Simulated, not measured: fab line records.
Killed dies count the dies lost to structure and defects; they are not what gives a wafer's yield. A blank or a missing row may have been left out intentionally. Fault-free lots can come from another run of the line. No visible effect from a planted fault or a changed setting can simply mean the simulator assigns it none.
Which of the tools did it?    flow sky130    Sampling: 6 lots, 18 wafers, 2 of 708 route steps

== WHAT EACH GAUGE READ, for each wafer ==
SKY_METAL5_RS_MEAS_05: the measuring method here is four-point-probe.
lot   measured      on             METAL5_ALCU_RS (ohm/sq)
L802  day 43 23:11  film_metro-04  0.0272 0.0273 0.0271
L804  day 44 15:00  film_metro-04  0.0273 0.0271 0.0271
L807  day 45 10:52  film_metro-01  0.0274 0.0275 0.0277
L813  day 46 23:52  film_metro-01  0.0273 0.0274 0.0274
L816  day 47 10:32  film_metro-01  0.0269 0.0270 0.0270
L820  day 48 07:10  film_metro-01  0.0264 0.0266 0.0269

== EACH LOT AND THE TOOL THAT RAN IT (in order: tool; ch and the chambers of the sampled wafers; start) ==
lot   SKY_METAL4_STRIP_19
L802  plasma_asher-03 ch 0,1, day 42 22:16
L804  plasma_asher-01 ch 0,1, day 43 15:27
L807  plasma_asher-02 ch 0,1, day 44 10:22
L813  plasma_asher-01 ch 0,1, day 45 23:57
L816  plasma_asher-03 ch 0,1, day 46 11:21
L820  plasma_asher-03 ch 0,1, day 47 08:59
- SKY_METAL4_STRIP_19: strips in O2/N2.

== THE ANSWER, worked out from the rows above alone ==
Rule: the lots themselves supply what counts as usual. The widest of any qualifying gaps counts: lots, ordered by their means at a reading, are off when they make up no more than a third of the lots, leave a main group of 4 or more, and stand apart from it by 3 or more times the standard deviation of that group's means. If all means in a main group match to the digits the tables above print for the reading, that group is not used. A lot without any number at a reading at which 4 lots or more have one is off too. Where the step has rows for the other lots, those lots are counted as sound.
None of the lots is off at any reading shown; this tells nothing.

== WHAT THE SIMULATOR HAD INSERTED ==
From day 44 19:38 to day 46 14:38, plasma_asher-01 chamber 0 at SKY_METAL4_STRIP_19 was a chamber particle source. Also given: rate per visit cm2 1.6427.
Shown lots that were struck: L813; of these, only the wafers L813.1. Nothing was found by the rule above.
